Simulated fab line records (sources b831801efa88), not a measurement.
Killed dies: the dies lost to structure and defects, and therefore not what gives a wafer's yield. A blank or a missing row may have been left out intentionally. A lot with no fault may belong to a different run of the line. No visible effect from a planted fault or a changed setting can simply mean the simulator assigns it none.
Matching of chambers    flow gf180mcu    GF_V3_CMP_26 on cmp-02 has 4 sister chambers
The step polishes, stops on SiO2, t overpolish 15 s, target thk 0 nm. 16 wafers are shown with their chamber, then 8 later ones without.

## WAFERS WITH THEIR CHAMBER
wafer   chamber  time to endpoint s (s)  motor current A (A)  overpolish run s (s)
L523.2  2        93                      11.8                 14.995
L523.4  3        84                      11.3                 14.999
L523.6  2        85                      11.4                 14.996
L524.4  1        77                      11.1                 15.000
L524.5  0        84                      10.8                 15.014
L524.6  1        78                      11.9                 15.008
L532.1  0        87                      10.2                 15.005
L532.3  2        87                      11.4                 15.002
L532.5  3        85                      12.3                 14.989
L536.3  1        82                      11.5                 14.999
L536.5  1        79                      11.9                 14.993
L536.6  0        85                      10.7                 15.006
L540.2  2        86                      11.4                 14.983
L540.3  0        86                      10.2                 15.000
L540.6  2        87                      11.4                 15.016
L542.1  3        82                      11.8                 14.990

SIGNATURES, as means of the wafers listed above
reading             chamber 0  chamber 1  chamber 2  chamber 3  scatter within a chamber
time to endpoint s  85.50      79.00      87.60      83.67      2.29
motor current A     10.475     11.600     11.480     11.800     0.339
overpolish run s    15.00625   15.00000   14.99840   14.99267   0.00843
Rule: a wafer lies at a distance from a chamber equal to the root of the sum of squares, over the readings, of (its reading less the chamber's mean, divided by the reading's scatter). If the next closest chamber is less than 2 further off than the closest, the wafer can't be placed; otherwise it belongs to the closest. How the scatter is found: for the shown wafers, subtract from each reading the mean of its chamber, square and add these, divide the total by (wafers less chambers), then take the root.

## WAFERS WHOSE CHAMBER IS MISSING
wafer   time to endpoint s (s)  motor current A (A)  overpolish run s (s)
L542.4  89                      10.5                 15.005
L542.5  81                      11.8                 15.008
L545.2  77                      10.9                 14.997
L545.3  75                      11.8                 14.996
L545.5  80                      11.4                 14.993
L546.1  87                      10.1                 14.981
L546.3  83                      12.2                 14.991
L546.6  82                      11.5                 14.992

## WHICH CHAMBER EACH WENT THROUGH
wafer   from the rows above           in truth
L542.4  can't be placed: 0 or 2       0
L542.5  can't be placed: 1 or 3 or 2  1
L545.2  can't be placed: 1 or 3 or 0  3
L545.3  can't be placed: 1 or 3       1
L545.5  can't be placed: 1 or 3       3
L546.1  can't be placed: 0 or 2       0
L546.3  can't be placed: 3 or 1 or 2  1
L546.6  can't be placed: 3 or 1 or 2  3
Placed correctly: 0 of 8. Not placeable from these rows: 8 (in 8, the candidates include the true chamber). Number placed wrongly: 0.
